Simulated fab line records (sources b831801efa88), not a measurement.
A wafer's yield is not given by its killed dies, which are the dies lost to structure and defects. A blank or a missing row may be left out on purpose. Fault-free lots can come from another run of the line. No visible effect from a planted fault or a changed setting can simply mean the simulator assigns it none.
Chamber matching + flow sky130 + SKY_PASSIVATION_CVD_02 on pecvd-04: 3 sister chambers
The step deposits Si3N4, target thk 540 nm. 14 wafers are shown with their chamber, then 7 later ones without.

## WAFERS WITH THEIR CHAMBER
| wafer  | chamber | heater_power_w (W) |
|--------|---------|--------------------|
| L080.2 | 0       | 718                |
| L080.3 | 2       | 672                |
| L080.6 | 0       | 563                |
| L083.1 | 2       | 548                |
| L083.2 | 1       | 709                |
| L083.5 | 0       | 625                |
| L085.1 | 1       | 684                |
| L085.2 | 2       | 598                |
| L085.3 | 0       | 652                |
| L085.4 | 2       | 630                |
| L085.5 | 0       | 665                |
| L085.6 | 1       | 727                |
| L088.1 | 0       | 615                |
| L088.2 | 2       | 614                |

SIGNATURES (means of the wafers above)
| reading        | chamber 0 | chamber 1 | chamber 2 | scatter within a chamber |
|----------------|-----------|-----------|-----------|--------------------------|
| heater_power_w | 639.67    | 706.67    | 612.40    | 45.5                     |
Rule: for a wafer and a chamber, the distance is found by dividing, reading by reading, the gap between the wafer's reading and the chamber's mean by the reading's scatter, squaring, summing and taking the root. The wafer belongs to the nearest chamber; if the next one is less than 2 further off, it can't be placed. The scatter: the root of (the sum of the squares of (reading less its chamber's mean) over the shown wafers, divided by (wafers less chambers)).

## WAFERS MISSING THEIR CHAMBER
| wafer  | heater_power_w (W) |
|--------|--------------------|
| L088.3 | 666                |
| L088.4 | 659                |
| L088.5 | 640                |
| L088.6 | 679                |
| L097.2 | 713                |
| L097.3 | 713                |
| L097.4 | 587                |

## WHICH CHAMBER EACH ONE RAN IN
| wafer  | from the rows above          | in truth |
|--------|------------------------------|----------|
| L088.3 | can't be placed: 0 or 1 or 2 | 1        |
| L088.4 | can't be placed: 0 or 2 or 1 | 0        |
| L088.5 | can't be placed: 0 or 2 or 1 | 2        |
| L088.6 | can't be placed: 1 or 0 or 2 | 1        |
| L097.2 | can't be placed: 1 or 0      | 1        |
| L097.3 | can't be placed: 1 or 0      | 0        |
| L097.4 | can't be placed: 2 or 0      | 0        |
Placed correctly: 0 of 7. From these rows, 7 cannot be placed; in 7 the true chamber is one of the candidates. Number placed wrongly: 0.
